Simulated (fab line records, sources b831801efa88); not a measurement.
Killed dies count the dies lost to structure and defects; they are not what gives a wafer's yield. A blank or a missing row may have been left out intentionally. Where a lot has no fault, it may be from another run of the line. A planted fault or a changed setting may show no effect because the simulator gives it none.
Code-filled problem report in 8D (eight disciplines) form :: flow sky130 :: the parts of the form that need people (team, actions taken, sign-off) are left out

1. THE ISSUE
Wafers free of any fault read 1830 (standard deviation 12) for NWELL_TW at SKY_NWELL_TW_MEAS_15, against a mean of 1670 on 2 wafers of 2 lots. Relative to the usual mean, that is a shift of -13 standard deviations.
Earliest sighting: wafer L875.5 on filmMetro-02 at day 8 12:34. The record has a number at this step for 34 wafers belonging to 12 lots. Rule for "out", or "out of limits": more than 4 standard deviations from the usual mean. The rest of the wafers with a number are treated as sound.

2. WHAT IT IS AND WHAT IT IS NOT
question: which readings at this step
is: NWELL_TW
is not: -

question: which lots
is: L875, L876
is not: L860, L861, L862, L865, L866, L867, L868, L869, L872, L873

question: which wafers of those lots
is: L875.5, L876.1
is not: L875.2, L876.4

question: read on which gauges
is: filmMetro-02, filmMetro-03
is not: filmMetro-01

question: when
is: from day 8 12:34
is not: up to then (31 sound wafers); but 1 sound wafer of L876 came after

3. THE SUSPECTS, EACH WITH WHAT RULES IT OUT
Counting: if a tool at a process step up to the reading ran every lot that is out, it stays a suspect. Sound lots after the first of them don't rule it out here, since some wafers of a struck lot are sound.
- the gauge at SKY_NWELL_TW_MEAS_15: ruled out. The wafers that are out were read on 2 gauges (filmMetro-02, filmMetro-03).
- implanter-02 at SKY_NWELL_IMPLANT_11: kept. It processed each lot that is out (first: L875, day 8 12:02); up to then, its last sound lot is L873 (day 7 23:58).
The count leaves implanter-02 at SKY_NWELL_IMPLANT_11.

4. THE CAUSE (what the simulator had put in)
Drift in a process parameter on implanter-02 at SKY_NWELL_IMPLANT_11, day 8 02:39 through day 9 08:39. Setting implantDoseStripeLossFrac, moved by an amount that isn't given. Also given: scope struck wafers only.
Only this tool survived the counting.

5. THE EFFECT CHAIN, in route order
One row per reading whose mean, taken over the struck wafers that have a number, lies over 3 standard deviations from the usual. Scope: only readings with a usual standard deviation given in the record; hours: median across lots of the time from each lot's start at the first step in this table that gives one to its start at this step; sigmas: change in usual standard deviations.
hours: 0
step: SKY_NWELL_TW_MEAS_15
reading: NWELL_TW
usual: 1830
on struck wafers: 1670
change: -160
sigmas: -13

hours: 21
step: SKY_NWELL_RS_MEAS_29
reading: NWELL_RS
usual: 624.8 ohm/sq
on struck wafers: 732.3
change: +107.5
sigmas: +72
At these later measuring or inspecting steps, every struck wafer for which the step has a row has a number for every such reading, and none has moved that far: SKY_SONOS_TUNNEL_CD_MEAS_07.

6. WHAT WOULD HAVE CAUGHT IT SOONER
In this record the first reading out of limits at a measuring or inspecting step was taken at day 8 12:34, 10 hours after the fault began at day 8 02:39.
L876, from the lots that are out (2), started SKY_NWELL_IMPLANT_11 on implanter-02 later than day 8 12:34. Putting the tool on hold at that point would have spared it.
